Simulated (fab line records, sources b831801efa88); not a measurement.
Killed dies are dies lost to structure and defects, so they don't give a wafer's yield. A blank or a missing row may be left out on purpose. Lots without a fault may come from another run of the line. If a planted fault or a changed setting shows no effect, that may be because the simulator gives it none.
8D (eight disciplines) problem report, filled in by code | flow gf180mcu | the parts of the form that need people (team, actions taken, sign-off) are left out

== 1. WHAT WENT WRONG ==
Mean V1_CVD_02_THK at GF_V1_THK_MEAS_03: 1172 nm over 4 wafers in 2 lots; fault-free wafers: 855 nm, standard deviation 14. That puts it +23 standard deviations away from the usual mean.
First observed at day 22 04:53: wafer L930.1, on film metro-01. The record has a number at this step for 18 wafers belonging to 6 lots. By rule, "out" or "out of limits" means more than 4 standard deviations away from the usual mean. All remaining wafers that have a number are taken as sound.

== 2. WHAT IT IS, WHAT IT ISN'T ==
question                    | is                             | is not
which readings at this step | V1_CVD_02_THK                  | -
which lots                  | L930, L931                     | L919, L922, L935, L939
which wafers of those lots  | L930.1, L930.3, L931.1, L931.3 | L930.4, L931.2
read on which gauges        | film metro-01, film metro-04   | film metro-03
when                        | from day 22 04:53              | up to then (7 sound wafers); but 7 sound wafers of L931, L935, L939 came after

== 3. THE SUSPECTS, EACH WITH WHAT RULES IT OUT ==
Counting: any tool at a process step up to the reading remains a suspect provided it ran every lot that is out. Sound lots after the first of them don't rule it out here, since some wafers of a struck lot are sound.
- the gauge at GF_V1_THK_MEAS_03: ruled out. 2 gauges (film metro-01, film metro-04) read the wafers that are out.
- rie metal-03 at GF_M1_METAL_ETCH_16 (etches the open film in Cl2/BCl3, stops on SiO2, target depth 750.8 nm, time 125.1 s): kept. It ran every lot that is out, first L930 (day 22 04:01).
- plasma asher-01 at GF_M1_STRIP_17 (strips in O2/N2): kept. It ran every lot that is out, first L930 (day 22 04:09).
- pecvd-03 at GF_V1_CVD_02 (deposits SiO2 from TEOS, target thk 850 nm, time 94.851 s): kept. Ran every lot that is out, first one L930 (day 22 04:49); last sound lot up to then L919 (day 17 20:47). Its own readings are out on those wafers: run length s.
Still standing after the count: rie metal-03 at GF_M1_METAL_ETCH_16, plasma asher-01 at GF_M1_STRIP_17, pecvd-03 at GF_V1_CVD_02.

== 4. THE CAUSE (what the simulator had put in) ==
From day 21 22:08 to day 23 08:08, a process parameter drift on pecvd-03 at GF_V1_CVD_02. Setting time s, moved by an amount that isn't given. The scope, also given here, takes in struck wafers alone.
Counting left 3 suspects, and this tool is among them.

== 5. THE CHAIN OF EFFECTS, in route order ==
One row per reading whose mean, taken over the struck wafers that have a number, lies over 3 standard deviations from the usual. Only readings whose record carries a usual standard deviation are examined. hours: median over the lots of the time between each lot's start at the first step of this table that gives one and its start at this step. sigmas: the change, counted in usual standard deviations.
hours | step              | reading            | usual   | on struck wafers | change | sigmas
0     | GF_V1_CVD_02      | run length s       | 122.4 s | 156.8            | +34.4  | +75
0     | GF_V1_THK_MEAS_03 | V1_CVD_02_THK      | 855 nm  | 1172             | +317   | +23
0     | GF_V1_CMP_04      | time to endpoint s | 81 s    | 205              | +124   | +16
The process steps in it:
- GF_V1_CVD_02: deposits SiO2 from TEOS, target thk 850 nm, time 94.851 s.
- GF_V1_CMP_04: polishes SiO2.
At these later measuring or inspecting steps, every struck wafer for which the step has a row has a number for every such reading, and none has moved that far: GF_V1_BOW_MEAS_05.

== 6. HOW IT WOULD HAVE BEEN CAUGHT EARLIER ==
Counted from the fault's start at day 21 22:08, it took 7 hours until the first out-of-limits reading at a measuring or inspecting step in this record, taken at day 22 04:53.
The tool's own readings at GF_V1_CVD_02 were out on every struck wafer that the step has a row for (run length s): an alarm limit on them would have fired on the first of those.
Of the lots that are out (2), L931 began GF_V1_CVD_02 on pecvd-03 after day 22 04:53. It would have been spared by a hold on the tool at that moment.
